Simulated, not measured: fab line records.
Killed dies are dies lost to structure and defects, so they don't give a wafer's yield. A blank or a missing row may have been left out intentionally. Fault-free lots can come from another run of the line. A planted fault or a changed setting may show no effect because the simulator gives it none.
Struck lot and sound lot, side by side ; flow sfq line ; 42 steps out of a route of 325
Sound: these wafers, L110.1, L110.3, L110.5. Struck: wafers L119.3, L119.4, L119.5. The cause comes at the end.
Per side, at each step with rows, come the tool, then ch with its chambers, and then its first start. Under that, the readings that differ: sound wafers ; struck wafers ; difference of the means ; sigmas: that difference in standard deviations of wafers without a fault.
alike: same words and numbers on both sides, and readings whose means sit less than 2 such deviations apart. not compared: any withheld reading, any reading some wafer has no value for, any bound like >300 that may hide the same value, and any number with overlapping values for which the record gives no deviation.
A row with sigmas, a row that says differs or no value, or rows on one side alone: a step with any of these is where the two part. Numbers that don't overlap but have no deviation are shown without sigmas and don't part them. A reading missing from all wafers of one side parts the sides only when that side holds two or more wafers.

first, 3 steps without rows for these wafers: SFQ_TRILAYER_R5_LITHO_EXPOSE_137 (exposes mask R5, target cd 500 nm); SFQ_TRILAYER_R5_LITHO_PEB_139 (peb time 60 s); SFQ_TRILAYER_R5_LITHO_DEVELOP_138 (time 60 s).
SFQ_R5_OVL_MEAS_935:
  sound on overlay-02, day 63 11:45; struck on overlay-01, day 64 14:10
  alike: R5_OVL
SFQ_TRILAYER_R5_BARC_OPEN_METAL_ETCH_177: etches BARC in O2, target depth 125 nm, time 41.7 s.
  sound on rie metal-02 ch 0,1, day 63 11:47; struck on rie metal-04 ch 0,1, day 64 14:12
  alike: drypump motor current A, oes product au
  not compared: rf hours counter h
then, 1 step without rows for these wafers: SFQ_TRILAYER_R5_ETCH_METAL_ETCH_139 (etches the open film in Cl2, stops on SiO2, target depth 60 nm, time 40 s).
SFQ_TRILAYER_R5_STRIP_STRIP_140: strips in O2.
  sound on rie metal-02 ch 0,1, day 63 11:54; struck on rie metal-04 ch 0,1, day 64 14:30
  alike: drypump motor current A, oes product au, platen temp c
  not compared: rf hours counter h
then, 5 steps without rows for these wafers: SFQ_TRILAYER_R5_STRIP_SOLV_CLEAN_141 (cleans in NMP, time 600 s); SFQ_TRILAYER_A5C_DEP_PECVD_142 (deposits SiO2 from SiH4/N2O, time 15.556 s, target thk 70 nm); SFQ_TRILAYER_I5_LITHO_COAT_149 (resist thk 62 nm); SFQ_TRILAYER_I5_LITHO_COAT_144 (resist thk 650 nm); SFQ_TRILAYER_I5_LITHO_SOFTBAKE_148.
-- the record jumps here: 4 days lie between the struck wafers' starts before and after --
SFQ_TRILAYER_I5_LITHO_EXPOSE_145: exposes mask I5, target cd 700 nm.
  sound on krf scanner-01 ch 0, day 67 17:37; struck on krf scanner-02 ch 0, day 68 22:37
reading;sound;struck;difference;sigmas
model.I5.overlay x nm (nm);-2.243 -2.243 -2.243;130.2 130.2 130.2;+132.4;
  alike: mask
then, 2 steps without rows for these wafers: SFQ_TRILAYER_I5_LITHO_PEB_147 (peb time 60 s); SFQ_TRILAYER_I5_LITHO_DEVELOP_146 (time 60 s).
SFQ_I5_OVL_MEAS_936:
  sound on overlay-02, day 67 19:07; struck on overlay-01, day 68 23:44
reading;sound;struck;difference;sigmas
I5_OVL (nm);-6 2 -5;134 135 137;+138;+21
then, 1 step without rows for these wafers: SFQ_TRILAYER_I5_BARC_OPEN_VIA_ETCH_200 (etches BARC in O2, target depth 125 nm, time 41.7 s).
SFQ_TRILAYER_I5_ETCH_VIA_ETCH_147: etches the open film in CHF3, stops on Nb, target depth 360 nm.
  sound on rie diel-01 ch 0,2,3, day 67 19:11; struck on rie diel-02 ch 0,1,3, day 68 23:47
  alike: drypump motor current A, oes product au
then, 8 steps without rows for these wafers: SFQ_TRILAYER_I5_STRIP_STRIP_148 (strips in O2); SFQ_TRILAYER_I5_STRIP_SOLV_CLEAN_149 (cleans in NMP, time 600 s); SFQ_TRILAYER_C5_LITHO_COAT_156 (resist thk 62 nm); SFQ_TRILAYER_C5_LITHO_COAT_151 (resist thk 650 nm); SFQ_TRILAYER_C5_LITHO_SOFTBAKE_155; SFQ_TRILAYER_C5_LITHO_EXPOSE_152 (exposes mask C5, target cd 500 nm); SFQ_TRILAYER_C5_LITHO_PEB_154 (peb time 60 s); SFQ_TRILAYER_C5_LITHO_DEVELOP_153 (time 60 s).
SFQ_C5_OVL_MEAS_937:
  sound on overlay-02, day 68 05:28; struck on overlay-02, day 69 06:41
  alike: C5_OVL
SFQ_TRILAYER_C5_BARC_OPEN_VIA_ETCH_210: etches BARC in O2, target depth 125 nm, time 41.7 s.
  sound on rie diel-03 ch 1,2, day 68 05:30; struck on rie diel-02 ch 0,2,3, day 69 06:42
  alike: drypump motor current A, oes product au
  not compared: rf hours counter h
then, 4 steps without rows for these wafers: SFQ_TRILAYER_C5_ETCH_VIA_ETCH_154 (etches SiO2 in CHF3, stops on Nb, target depth 84 nm); SFQ_TRILAYER_C5_STRIP_STRIP_155 (strips in O2); SFQ_TRILAYER_C5_STRIP_SOLV_CLEAN_156 (cleans in NMP, time 600 s); SFQ_TRILAYER_M6_DEP_PRE_CLEAN_158 (time 22.5 s).
SFQ_TRILAYER_M6_DEP_SPUTTER_157: material Nb, target thk 200 nm, time 133.3 s.
  sound on pvd sputter-04, day 68 06:25; struck on pvd sputter-06, day 69 07:35
  alike: substrate temp c, throttle valve pct
SFQ_M6_RS_MEAS_938: measures by four-point-probe.
  sound on film metro-03, day 68 06:30; struck on film metro-03, day 69 07:44
  alike: M6_NB_RS
then, 6 steps without rows for these wafers: SFQ_TRILAYER_M6_LITHO_COAT_164 (resist thk 62 nm); SFQ_TRILAYER_M6_LITHO_COAT_159 (resist thk 600 nm); SFQ_TRILAYER_M6_LITHO_SOFTBAKE_163; SFQ_TRILAYER_M6_LITHO_EXPOSE_160 (exposes mask M6, target cd 500 nm); SFQ_TRILAYER_M6_LITHO_PEB_162 (peb time 60 s); SFQ_TRILAYER_M6_LITHO_DEVELOP_161 (time 60 s).
SFQ_M6_OVL_MEAS_940:
  sound on overlay-02, day 68 12:40; struck on overlay-02, day 69 20:02
  alike: M6_OVL
-- the record jumps here: 14 days lie between the struck wafers' starts before and after (it left off in module M6 and takes up again in module M8, whose first step shown is number 325 of the route) --
SFQ_M8_BOW_MEAS_951:
  sound on film metro-04, day 81 13:36; struck on film metro-03, day 83 21:35
reading;sound;struck;difference;sigmas
model.etest.i5.link ohm;2.283 2.291 2.276;2.356 2.337 2.342;+0.062;
  alike: M8_BOW

## WHERE THEY PART
Only at SFQ_I5_OVL_MEAS_936, within this record. Later steps at which nothing parts them and some readings are alike: SFQ_TRILAYER_I5_ETCH_VIA_ETCH_147, SFQ_C5_OVL_MEAS_937, SFQ_TRILAYER_C5_BARC_OPEN_VIA_ETCH_210, SFQ_TRILAYER_M6_DEP_SPUTTER_157, SFQ_M6_RS_MEAS_938, SFQ_M6_OVL_MEAS_940, SFQ_M8_BOW_MEAS_951.

WHY: the cause the simulator had injected
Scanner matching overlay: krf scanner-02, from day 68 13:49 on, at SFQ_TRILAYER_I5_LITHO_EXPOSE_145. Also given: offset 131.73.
